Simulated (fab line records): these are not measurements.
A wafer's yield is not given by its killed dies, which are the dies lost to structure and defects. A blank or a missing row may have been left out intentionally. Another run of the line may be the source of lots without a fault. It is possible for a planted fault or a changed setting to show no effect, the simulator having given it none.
Chamber matching + flow gf180mcu + 4 sister chambers for GF_V3_CMP_26 on cmp-01
The step polishes, stops on SiO2, t overpolish 15 s, target thk 0 nm. 14 wafers are shown with their chamber, then 7 later ones without.

## WAFERS WITH THEIR CHAMBER
| wafer  | chamber | motorCurrentA (A) | timeToEndpointS (s) | overpolishRunS (s) |
|--------|---------|-------------------|---------------------|--------------------|
| L234.1 | 2       | 12.5              | 87                  | 14.992             |
| L234.5 | 2       | 12.0              | 83                  | 14.990             |
| L234.6 | 3       | 12.2              | 81                  | 15.016             |
| L239.4 | 1       | 10.0              | 91                  | 15.004             |
| L239.5 | 3       | 12.3              | 80                  | 15.022             |
| L239.6 | 0       | 13.0              | 79                  | 15.021             |
| L238.1 | 1       | 10.4              | 90                  | 15.001             |
| L238.2 | 0       | 12.8              | 81                  | 15.004             |
| L238.3 | 3       | 12.2              | 84                  | 14.984             |
| L240.2 | 3       | 12.3              | 83                  | 15.001             |
| L240.4 | 0       | 12.6              | 81                  | 14.999             |
| L241.2 | 3       | 12.2              | 77                  | 15.002             |
| L251.2 | 0       | 12.6              | 85                  | 15.010             |
| L251.4 | 2       | 12.3              | 84                  | 14.986             |

SIGNATURES (averages over the wafers above)
| reading         | chamber 0 | chamber 1 | chamber 2 | chamber 3 | scatter within a chamber |
|-----------------|-----------|-----------|-----------|-----------|--------------------------|
| motorCurrentA   | 12.750    | 10.200    | 12.267    | 12.240    | 0.181                    |
| timeToEndpointS | 81.50     | 90.50     | 84.67     | 81.00     | 2.41                     |
| overpolishRunS  | 15.00850  | 15.00250  | 14.98933  | 15.00500  | 0.0108                   |
Rule: distance of a wafer from a chamber = root of the sum over the readings of ((wafer's reading minus chamber's mean) / reading's scatter) squared. If the next closest chamber is less than 2 further off than the closest, the wafer can't be placed; otherwise it belongs to the closest. The scatter: take each reading less its chamber's mean, square it, sum over the shown wafers, divide by the number of wafers less the number of chambers, and take the root.

## WAFERS WITHOUT THEIR CHAMBER
| wafer  | motorCurrentA (A) | timeToEndpointS (s) | overpolishRunS (s) |
|--------|-------------------|---------------------|--------------------|
| L251.6 | 12.9              | 84                  | 15.021             |
| L253.4 | 13.0              | 87                  | 14.998             |
| L253.5 | 12.5              | 83                  | 15.006             |
| L253.6 | 12.1              | 88                  | 15.004             |
| L255.2 | 10.3              | 95                  | 15.000             |
| L255.3 | 12.2              | 88                  | 15.004             |
| L255.4 | 12.6              | 85                  | 15.003             |

## WHICH CHAMBER EACH ONE RAN IN
| wafer  | from the rows above          | in truth                   |
|--------|------------------------------|----------------------------|
| L251.6 | 0                            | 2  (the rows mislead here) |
| L253.4 | can't be placed: 0 or 2      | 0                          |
| L253.5 | can't be placed: 0 or 3 or 2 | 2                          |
| L253.6 | can't be placed: 2 or 3      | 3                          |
| L255.2 | 1                            | 1                          |
| L255.3 | can't be placed: 2 or 3      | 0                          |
| L255.4 | can't be placed: 0 or 2 or 3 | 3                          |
Correct placement for 1 of the 7. From these rows, 5 cannot be placed; in 4 the true chamber is one of the candidates. 1 placed wrongly.
